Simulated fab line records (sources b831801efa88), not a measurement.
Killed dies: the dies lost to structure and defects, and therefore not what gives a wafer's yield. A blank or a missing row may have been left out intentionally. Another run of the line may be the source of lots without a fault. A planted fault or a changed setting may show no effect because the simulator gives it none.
Comparing a struck lot with a sound one | flow sky130 | 18 out of 708 route steps
Sound: the wafers L464.1, L464.2, L464.5. Struck: wafers L469.4, L469.6 (left out: L469.2, a lot-mate that was not struck); the cause follows at the end.
At each step with rows: each side's tool, then ch and its chambers, then its first start. Under that, the readings that differ: sound wafers | struck wafers | difference of the means | sigmas: that difference in standard deviations of wafers without a fault.
alike: readings whose means differ by less than 2 such deviations, and words and numbers that are the same on both sides. not compared: withheld readings, readings that some wafer has no value for, bounds like >300 that may hide the same value, and numbers for which the record gives no deviation and whose values overlap.
A row with sigmas, a row that says differs or no value, or rows on one side alone: a step with any of these is where the two part. Numbers that have no deviation but don't overlap get no sigmas and don't part them. Lack of a reading on every wafer of one side parts them only where that side has two or more wafers.

first, 3 steps without rows for these wafers: SKY_VIA2_EXPOSE_09 (exposes mask VIM2, target cd 200 nm); SKY_VIA2_PEB_10; SKY_VIA2_DEVELOP_11 (develop time 60 s).
SKY_VIA2_CD_MEAS_12: target cd 200 nm.
  sound on cd sem-02 at day 38 11:21; struck on cd sem-02 at day 39 23:32
  alike: cd nm
SKY_VIA2_OVL_MEAS_13:
  sound on overlay-02 at day 38 11:28; struck on overlay-01 at day 39 23:39
  reading       | sound | struck | difference | sigmas
  VIA2_OVL (nm) | 7 1 8 | -4 -10 | -12        | -2
SKY_VIA2_ETCH_14: etches BARC in N2/H2, stops on SiO2, time 45.9 s, target depth 60 nm.
  sound on rie diel-04 ch 2,3, day 38 11:31; struck on rie diel-01 ch 0,3, day 39 23:41
  alike: drypump motor current A, oes product au, throttle valve pct
  not compared: rf hours counter h
SKY_VIA2_ETCH_15: etches SiO2 in C4F8/O2/Ar, stops on TiN, target depth 546 nm, time 84 s.
  sound on rie diel-04 ch 2,3, day 38 11:33; struck on rie diel-01 ch 0,3, day 39 23:43
  alike: oes product au
  not compared: rf hours counter h
SKY_VIA2_STRIP_16: strips in O2/N2.
  sound on plasma asher-02 ch 0,1, day 38 11:37; struck on plasma asher-03 ch 0,1, day 39 23:47
  alike: drypump motor current A, oes product au, strip time to endpoint s
  not compared: rf hours counter h
then, 3 steps without rows for these wafers: SKY_VIA2_STRIP_17 (strips in post etch residue remover, time 1200 s); SKY_VIA2_CLEAN_18 (cleans in IPA, time 180 s); SKY_VIA2_CLEAN_19 (cleans in O3/DIW).
SKY_VIA2_SPUTTER_20: material TiN, target thk 20 nm, time 80 s.
  sound on pvd sputter-01 at day 38 12:13; struck on pvd sputter-04 at day 40 00:25
  alike: throttle valve pct
SKY_VIA2_CVD_21: deposits W, target thk 420 nm, time 126.4 s.
  sound on cvd w-01 ch 0,1, day 38 12:17; struck on cvd w-01 ch 1, day 40 00:29
  reading                            | sound             | struck    | difference | sigmas
  model.W_of_VIA2_CVD_21.thk nm (nm) | 416.4 411.1 419.2 | 703.3 705 | +288.6     |
  alike: heater power outer w, heater power w
SKY_VIA2_RS_MEAS_22: the measuring method here is four-point-probe.
  sound on film metro-01 at day 38 12:25; struck on film metro-04 at day 40 00:38
  reading            | sound                | struck        | difference | sigmas
  VIA2_W_RS (ohm/sq) | 0.2756 0.2791 0.2732 | 0.1623 0.1617 | -0.1140    | -42
SKY_VIA2_THK_MEAS_23: measures by xrf.
  sound on film metro-01 at day 38 12:32; struck on film metro-04 at day 40 00:44
  reading         | sound       | struck | difference                    | sigmas
  VIA2_W_THK (nm) | 422 417 426 | - -    | no value on the struck wafers |
SKY_VIA2_CMP_24: polishes, stops on SiO2, t overpolish 20 s, target thk 0 nm.
  sound on cmp-01 ch 0,1, day 38 12:35; struck on cmp-02 ch 0, day 40 00:47
  reading                | sound      | struck  | difference | sigmas
  time to endpoint s (s) | 99 101 101 | 173 174 | +73        | +16
  alike: edge zone pressure frac, motor current A
SKY_METAL3_SPUTTER_00: material Ti, target thk 15 nm, time 10 s.
  sound on pvd sputter-03 at day 38 12:53; struck on pvd sputter-02 at day 40 01:05
  alike: throttle valve pct
-- the record jumps here: 9 days lie between the struck wafers' starts before and after (it left off in module METAL3 and takes up again in module PAD_OPEN, whose first step shown is number 708 of the route) --
SKY_PAD_OPEN_PROBE_99:
  sound on prober-02 at day 47 11:36; struck on prober-01 at day 48 14:21
  alike: defect limited yield, killed_at_M0_to_M3, killed_at_M4_up, killed at contacts, killed at front end, killed at other, killed dies, killed open, killed short, sort_bin_3_pad_short, sort_bin_5_function, sort_bin_6_memory, sort n pass, sort yield pct

## WHERE THEY PART
Earliest at SKY_VIA2_OVL_MEAS_13; latest, in this record, at SKY_VIA2_CMP_24. Later steps at which nothing parts them and some readings are alike: SKY_METAL3_SPUTTER_00, SKY_PAD_OPEN_PROBE_99.

WHY: what the simulator had put in
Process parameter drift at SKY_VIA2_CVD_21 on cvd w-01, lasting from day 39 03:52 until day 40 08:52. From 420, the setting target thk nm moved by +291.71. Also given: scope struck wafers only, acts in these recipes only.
